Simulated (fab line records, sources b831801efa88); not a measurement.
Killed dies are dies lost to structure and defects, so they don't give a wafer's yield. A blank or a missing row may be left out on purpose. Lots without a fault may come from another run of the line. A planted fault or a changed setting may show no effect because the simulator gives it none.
A struck lot beside a sound one | flow sfq_line | 28 steps out of a route of 325
Sound: wafers L232.2, L232.4, L232.5. Struck: wafer L220.2. (L220.1, L220.6 of the same lot were not struck and are left out.) The cause comes at the end.
At each step with rows: each side's tool, then ch and its chambers, then its first start. Under that, the readings that differ: sound wafers | struck wafers | difference of the means | sigmas: that difference in standard deviations of wafers without a fault.
alike: readings whose means differ by less than 2 such deviations, and words and numbers that are the same on both sides. not compared: withheld readings, readings that some wafer has no value for, bounds like >300 that may hide the same value, and numbers for which the record gives no deviation and whose values overlap.
The two part at a step that has a row with sigmas, a row that says differs or no value, or rows on one side only. Numbers that don't overlap but have no deviation are shown without sigmas and don't part them. A reading that every wafer of one side lacks parts them only if that side has two wafers or more.

first, 6 steps without rows for these wafers: SFQ_TRILAYER_M3_LITHO_COAT_080 (resist thk 62 nm); SFQ_TRILAYER_M3_LITHO_COAT_075 (resist thk 600 nm); SFQ_TRILAYER_M3_LITHO_SOFTBAKE_079; SFQ_TRILAYER_M3_LITHO_EXPOSE_076 (exposes mask M3, target cd 500 nm); SFQ_TRILAYER_M3_LITHO_PEB_078 (peb time 60 s); SFQ_TRILAYER_M3_LITHO_DEVELOP_077 (time 60 s).
SFQ_M3_OVL_MEAS_921:
  sound on overlay-02, day 49 19:52; struck on overlay-02, day 39 16:10
  alike: M3_OVL
SFQ_TRILAYER_M3_BARC_OPEN_METAL_ETCH_100: etches BARC in O2, target depth 125 nm, time 41.7 s.
  sound on rie_metal-04 ch 0,1, day 49 19:54; struck on rie_metal-01 ch 1, day 39 16:12
  alike: drypump_motor_current_A, oes_product_au, rf_fwd_power_W
  not compared: rf_hours_counter_h
SFQ_TRILAYER_M3_ETCH_METAL_ETCH_078: etches Nb in Cl2/Ar, stops on SiO2, target depth 240 nm, time 120 s.
  sound on rie_metal-04 ch 0,1, day 49 19:58; struck on rie_metal-01 ch 1, day 39 16:16
  alike: drypump_motor_current_A, oes_product_au, rf_fwd_power_W
  not compared: rf_hours_counter_h
SFQ_TRILAYER_M3_STRIP_STRIP_079: strips in O2.
  sound on rie_metal-04 ch 0,1, day 49 20:05; struck on rie_metal-01 ch 1, day 39 16:23
  alike: drypump_motor_current_A, oes_product_au
  not compared: rf_hours_counter_h
then, 2 steps without rows for these wafers: SFQ_TRILAYER_M3_STRIP_SOLV_CLEAN_080 (cleans in NMP, time 600 s); SFQ_TRILAYER_I3_DEP_PECVD_081 (deposits SiO2 from SiH4/N2O, time 111.11 s, target thk 500 nm).
SFQ_TRILAYER_I3_CMP_CMP_082: polishes SiO2.
  sound on cmp-01 ch 0,1,3, day 50 01:02; struck on cmp-02 ch 0, day 40 00:04
  reading                                             | sound             | struck | difference | sigmas
  time_to_endpoint_s (s)                              | 224 230 226       | 207    | -20        | -3
  model.SiO2_of_TRILAYER_I3_DEP_PECVD_081.thk_nm (nm) | 201.1 201.3 200.1 | 221.6  | +20.8      |
  alike: motor_current_A
SFQ_I3_BOW_MEAS_922:
  sound on film_metro-04, day 50 03:03; struck on film_metro-04, day 40 02:04
  alike: I3_BOW
SFQ_TRILAYER_I3_METRO_MEASURE_083:
  sound on film_metro-04, day 50 03:21; struck on film_metro-04, day 40 02:11
  reading     | sound             | struck | difference | sigmas
  thk_nm (nm) | 201.0 201.1 200.3 | 221.5  | +20.7      | +22
then, 6 steps without rows for these wafers: SFQ_TRILAYER_I3_VIA_LITHO_COAT_090 (resist thk 62 nm); SFQ_TRILAYER_I3_VIA_LITHO_COAT_085 (resist thk 650 nm); SFQ_TRILAYER_I3_VIA_LITHO_SOFTBAKE_089; SFQ_TRILAYER_I3_VIA_LITHO_EXPOSE_086 (exposes mask I3, target cd 500 nm); SFQ_TRILAYER_I3_VIA_LITHO_PEB_088 (peb time 60 s); SFQ_TRILAYER_I3_VIA_LITHO_DEVELOP_087 (time 60 s).
SFQ_I3_OVL_MEAS_923:
  sound on overlay-01, day 50 06:37; struck on overlay-02, day 40 05:38
  alike: I3_OVL
then, 1 step without rows for these wafers: SFQ_TRILAYER_I3_VIA_BARC_OPEN_VIA_ETCH_121 (etches BARC in O2, target depth 125 nm, time 41.7 s).
SFQ_TRILAYER_I3_VIA_ETCH_VIA_ETCH_088: etches SiO2 in CHF3, stops on Nb, target depth 260 nm.
  sound on rie_diel-04 ch 0,1,2, day 50 06:41; struck on rie_diel-03 ch 3, day 40 05:43
  reading                        | sound             | struck | difference | sigmas
  oes_product_au (a.u.)          | 0.856 0.858 0.857 | 0.910  | +0.053     | +10
  model.etch.depth_nm (nm)       | 201.1 201.3 200.1 | 221.6  | +20.8      |
  model.I3.feature_depth_nm (nm) | 201.1 201.3 200.1 | 221.6  | +20.8      |
  alike: drypump_motor_current_A, rf_fwd_power_W
SFQ_TRILAYER_I3_VIA_STRIP_STRIP_089: strips in O2.
  sound on rie_metal-02 ch 0,1, day 50 06:47; struck on rie_metal-02 ch 0, day 40 05:49
  alike: drypump_motor_current_A, oes_product_au
  not compared: rf_hours_counter_h
then, 1 step without rows for these wafers: SFQ_TRILAYER_I3_VIA_STRIP_SOLV_CLEAN_090 (cleans in NMP, time 600 s).
SFQ_TRILAYER_M4_DEP_PRE_CLEAN_092: time 22.5 s.
  sound on pvd_sputter-03, day 50 07:34; struck on pvd_sputter-03, day 40 06:36
  reading                                             | sound             | struck | difference | sigmas
  model.SiO2_of_TRILAYER_I3_DEP_PECVD_081.thk_nm (nm) | 193.6 193.8 192.6 | 214.1  | +20.8      |
SFQ_TRILAYER_M4_DEP_SPUTTER_091: material Nb, target thk 200 nm, time 133.3 s.
  sound on pvd_sputter-03, day 50 07:36; struck on pvd_sputter-03, day 40 06:38
  alike: base_pressure_pa, throttle_valve_pct

WHERE THEY PART
First at SFQ_TRILAYER_I3_CMP_CMP_082; last, within this record, at SFQ_TRILAYER_I3_VIA_ETCH_VIA_ETCH_088. Later steps at which nothing parts them and some readings are alike: SFQ_TRILAYER_I3_VIA_STRIP_STRIP_089, SFQ_TRILAYER_M4_DEP_SPUTTER_091.

WHY: what the simulator had put in
Process parameter drift: cmp-02, from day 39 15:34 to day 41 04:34, at SFQ_TRILAYER_I3_CMP_CMP_082. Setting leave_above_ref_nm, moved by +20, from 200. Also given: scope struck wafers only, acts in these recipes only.
